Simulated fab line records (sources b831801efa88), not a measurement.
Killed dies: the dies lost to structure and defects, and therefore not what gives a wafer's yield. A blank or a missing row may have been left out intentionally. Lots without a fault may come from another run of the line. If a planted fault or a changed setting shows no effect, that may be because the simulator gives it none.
Which of the tools did it? -- flow sky130 -- route of 708 steps, sampled at 1 step: 13 lots, 39 wafers

== WHAT THE GAUGES READ, wafer by wafer ==
Not one reading of a measure or inspect step in the record can be checked against a usual standard deviation.

== WHICH TOOL RAN EACH LOT (tool, then ch and the chambers of the sampled wafers, then the start) ==
lot,SKY_VIA3_ETCH_14
L866,"rie-diel-03 ch 0,2,3, day 39 19:33"
L868,"rie-diel-02 ch 1,3, day 41 15:35"
L867,"rie-diel-01 ch 0,2, day 41 16:27"
L869,"rie-diel-02 ch 1,2,3, day 41 16:58"
L871,"rie-diel-02 ch 0,2,3, day 41 18:13"
L870,"rie-diel-03 ch 1,2, day 41 21:31"
L874,"rie-diel-01 ch 0,1, day 42 07:39"
L876,"rie-diel-02 ch 0,1,2, day 42 19:17"
L878,"rie-diel-03 ch 0,1, day 43 04:43"
L881,"rie-diel-02 ch 0,2,3, day 44 13:26"
L883,"rie-diel-02 ch 0,1,3, day 44 23:13"
L884,"rie-diel-01 ch 0,2,3, day 45 08:59"
L887,"rie-diel-01 ch 1,3, day 45 20:26"
- SKY_VIA3_ETCH_14: etches BARC in N2/H2, stops on SiO2, time 45.9 s, target depth 60 nm.

== WHAT THE TOOLS THEMSELVES READ (means of the sampled wafers that have a number; where no wafer has one, the mark that the record gives instead) ==
SKY_VIA3_ETCH_14. Usual: drypump-motor-current-A 5.7 A, standard deviation 0.36; oes-product-au 0.855 a.u., standard deviation 0.0051; run-length-s 74.4 s, standard deviation 0.53; throttle-valve-pct 13.223 %, standard deviation 0.0085.
lot,tool,drypump-motor-current-A (A),oes-product-au (a.u.),run-length-s (s),throttle-valve-pct (%),flag
L866,rie-diel-03,6.1,0.858,73.7,13.225,
L868,rie-diel-02,5.4,0.853,74.4,13.223,
L867,rie-diel-01,5.6,0.854,75.1,13.219,
L869,rie-diel-02,5.5,0.856,74.6,13.230,
L871,rie-diel-02,5.5,0.855,74.4,13.222,
L870,rie-diel-03,5.8,0.856,73.5,13.222,
L874,rie-diel-01,5.8,0.854,74.2,13.221,
L876,rie-diel-02,5.6,0.856,74.8,13.232,
L878,rie-diel-03,6.2,0.856,74.3,13.222,
L881,rie-diel-02,5.5,0.858,74.5,13.226,
L883,rie-diel-02,5.5,0.931,70.3,13.233,OFF
L884,rie-diel-01,5.8,0.861,74.6,13.225,
L887,rie-diel-01,5.9,0.848,74.2,13.223,

== THE ANSWER, worked out from the rows above alone ==
Rule: lot off if the mean of its wafers having a number is beyond 3 standard deviations from the usual mean. Also off: a lot with no number at a reading for which 4 or more lots have one. Where the step has rows for the other lots, those lots are counted as sound. First the gauges in route order, then the tools' own readings, where a lot's mean is used as printed above. At the first step where some lot is off, the reading lying furthest off is the one used; lots without a number count as furthest.
Off: L883 (SKY_VIA3_ETCH_14, oes-product-au).
A tool fits if, at that step or a process step before it, it ran every lot that is off, and no sound lot after the first of them. One candidate fits, namely rie-diel-02 at SKY_VIA3_ETCH_14. A fault onset in the window from L881 (day 44 13:26, its last sound lot) to L883 (day 44 23:13, its first lot off) fits.
The tool's own readings at SKY_VIA3_ETCH_14 bear it out: on the lots that are off they differ by more than 5 times the standard deviation of the sound lots' means. oes-product-au reads 0.931 a.u. there against 0.855 a.u. on the sound lots; run-length-s reads 70.3 s there against 74.4 s on the sound lots.

== WHAT THE SIMULATOR PUT IN ==
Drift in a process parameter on rie-diel-02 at SKY_VIA3_ETCH_14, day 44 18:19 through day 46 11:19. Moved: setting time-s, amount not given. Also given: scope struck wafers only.
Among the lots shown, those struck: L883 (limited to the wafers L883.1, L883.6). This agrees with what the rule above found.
